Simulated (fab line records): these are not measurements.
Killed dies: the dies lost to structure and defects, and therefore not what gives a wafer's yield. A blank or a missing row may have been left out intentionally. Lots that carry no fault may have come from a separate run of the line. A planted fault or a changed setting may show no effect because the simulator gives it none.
What tool caused it? + flow gf180mcu + Sampling: 14 lots, 42 wafers, 3 of 602 route steps

## WHAT THE GAUGES SHOWED, per wafer
GF_POLY_GATE_THK_MEAS_01.
| lot  | measured     | on           | POLY_GATE_CVD_00_THK (nm) |
|------|--------------|--------------|---------------------------|
| L206 | day 8 11:41  | filmMetro-03 | 200.4 199.9 199.6         |
| L207 | day 8 17:11  | filmMetro-02 | 198.8 199.3 197.3         |
| L208 | day 8 23:16  | filmMetro-03 | 199.9 200.9 201.7         |
| L209 | day 9 06:37  | filmMetro-01 | 198.6 200.2 200.2         |
| L210 | day 9 15:43  | filmMetro-02 | 203.7 202.3 200.9         |
| L212 | day 10 06:28 | filmMetro-01 | 199.8 198.6 198.4         |
| L213 | day 10 14:40 | filmMetro-01 | 197.0 198.8 198.7         |
| L214 | day 10 19:04 | filmMetro-03 | 200.0 201.3 202.6         |
| L215 | day 11 05:26 | filmMetro-01 | 203.2 203.3 202.8         |
| L216 | day 11 10:28 | filmMetro-02 | 200.5 200.4 200.2         |
| L217 | day 11 16:32 | filmMetro-03 | 203.3 204.5 203.3         |
| L220 | day 12 11:34 | filmMetro-01 | 200.1 199.8 198.2         |
| L228 | day 14 19:41 | filmMetro-02 | 333.2 335.0 334.4         |
| L229 | day 15 09:50 | filmMetro-02 | 336.2 336.1 334.4         |

GF_HV_LDD_CD_MEAS_19 targets a cd of 400 nm.
| lot  | measured     | on       | cdNm (nm)         |
|------|--------------|----------|-------------------|
| L206 | day 10 16:45 | cdSem-02 | 400.1 400.1 400.9 |
| L207 | day 10 23:18 | cdSem-01 | 401.2 403.7 400.9 |
| L208 | day 11 05:16 | cdSem-01 | 400.9 401.1 398.7 |
| L209 | day 11 14:34 | cdSem-02 | 399.1 399.4 401.2 |
| L210 | day 12 01:15 | cdSem-01 | 400.6 397.5 400.3 |
| L212 | day 12 20:13 | cdSem-02 | 398.4 395.8 400.1 |
| L213 | day 13 02:41 | cdSem-01 | 402.3 401.8 402.1 |
| L214 | day 13 07:39 | cdSem-02 | 398.4 399.9 399.8 |
| L215 | day 13 17:52 | cdSem-02 | 399.8 399.2 400.1 |
| L216 | day 13 23:16 | cdSem-01 | 399.5 399.4 400.4 |
| L217 | day 14 07:09 | cdSem-01 | 400.2 399.9 400.9 |
| L220 | day 15 03:55 | cdSem-01 | 400.0 399.4 400.0 |
| L228 | day 17 14:49 | cdSem-01 | 401.0 400.9 399.5 |
| L229 | day 18 10:12 | cdSem-01 | 400.0 401.5 398.8 |

## TOOL THAT RAN EACH LOT (tool first, then ch and the chambers of the sampled wafers, then the start)
| lot  | GF_POLY_GATE_CVD_00         |
|------|-----------------------------|
| L206 | lpcvd-02 ch 0, day 8 10:20  |
| L207 | lpcvd-01 ch 1, day 8 15:44  |
| L208 | lpcvd-01 ch 0, day 8 21:56  |
| L209 | lpcvd-02 ch 0, day 9 05:17  |
| L210 | lpcvd-01 ch 1, day 9 14:23  |
| L212 | lpcvd-02 ch 1, day 10 05:08 |
| L213 | lpcvd-01 ch 0, day 10 13:19 |
| L214 | lpcvd-01 ch 0, day 10 17:44 |
| L215 | lpcvd-02 ch 0, day 11 04:05 |
| L216 | lpcvd-02 ch 0, day 11 09:07 |
| L217 | lpcvd-02 ch 1, day 11 15:12 |
| L220 | lpcvd-02 ch 0, day 12 10:14 |
| L228 | lpcvd-01 ch 0, day 14 18:20 |
| L229 | lpcvd-01 ch 0, day 15 08:30 |
- GF_POLY_GATE_CVD_00: deposits poly-Si, target thk 200 nm, time 1200 s.

## WHAT THE TOOLS THEMSELVES READ (means of the sampled wafers that have a number; where no wafer has one, the mark that the record gives instead)
GF_POLY_GATE_CVD_00.
| lot  | tool     | spikeTcUpperC (C) |
|------|----------|-------------------|
| L206 | lpcvd-02 | 619.9             |
| L207 | lpcvd-01 | 619.9             |
| L208 | lpcvd-01 | 619.1             |
| L209 | lpcvd-02 | 620.3             |
| L210 | lpcvd-01 | 619.5             |
| L212 | lpcvd-02 | 621.2             |
| L213 | lpcvd-01 | 618.7             |
| L214 | lpcvd-01 | 619.2             |
| L215 | lpcvd-02 | 619.9             |
| L216 | lpcvd-02 | 619.9             |
| L217 | lpcvd-02 | 619.2             |
| L220 | lpcvd-02 | 619.5             |
| L228 | lpcvd-01 | 618.9             |
| L229 | lpcvd-01 | 619.3             |

## THE ANSWER, worked out from the rows above alone
Rule: usual is defined by the lots themselves. The widest of any qualifying gaps counts: lots, ordered by their means at a reading, are off when they make up no more than a third of the lots, leave a main group of 4 or more, and stand apart from it by 3 or more times the standard deviation of that group's means. Not used: any main group whose means are identical at the precision the tables above print for the reading. Also off: a lot with no number at a reading for which 4 or more lots have one. All remaining lots with rows at the step are treated as sound. Order of review: gauges by route order, followed by the tools' own readings, for which a lot's mean as printed above is used. The first step at which some lot is off is used, and at that step the reading that is off furthest; a lot without a number counts as furthest.
Off: at GF_POLY_GATE_THK_MEAS_01 (POLY_GATE_CVD_00_THK), L228, L229. Mean 200.5 nm and standard deviation 1.7 in the main group.
If a tool, at a process step before that reading, ran all the lots that are off and no sound lot after the first of them, it fits. The gauges at GF_POLY_GATE_THK_MEAS_01 are tried like those tools. Undecided on this evidence; 2 tools fit (lpcvd-01 at GF_POLY_GATE_CVD_00, filmMetro-02 at GF_POLY_GATE_THK_MEAS_01).

## WHAT WAS PUT IN BY THE SIMULATOR
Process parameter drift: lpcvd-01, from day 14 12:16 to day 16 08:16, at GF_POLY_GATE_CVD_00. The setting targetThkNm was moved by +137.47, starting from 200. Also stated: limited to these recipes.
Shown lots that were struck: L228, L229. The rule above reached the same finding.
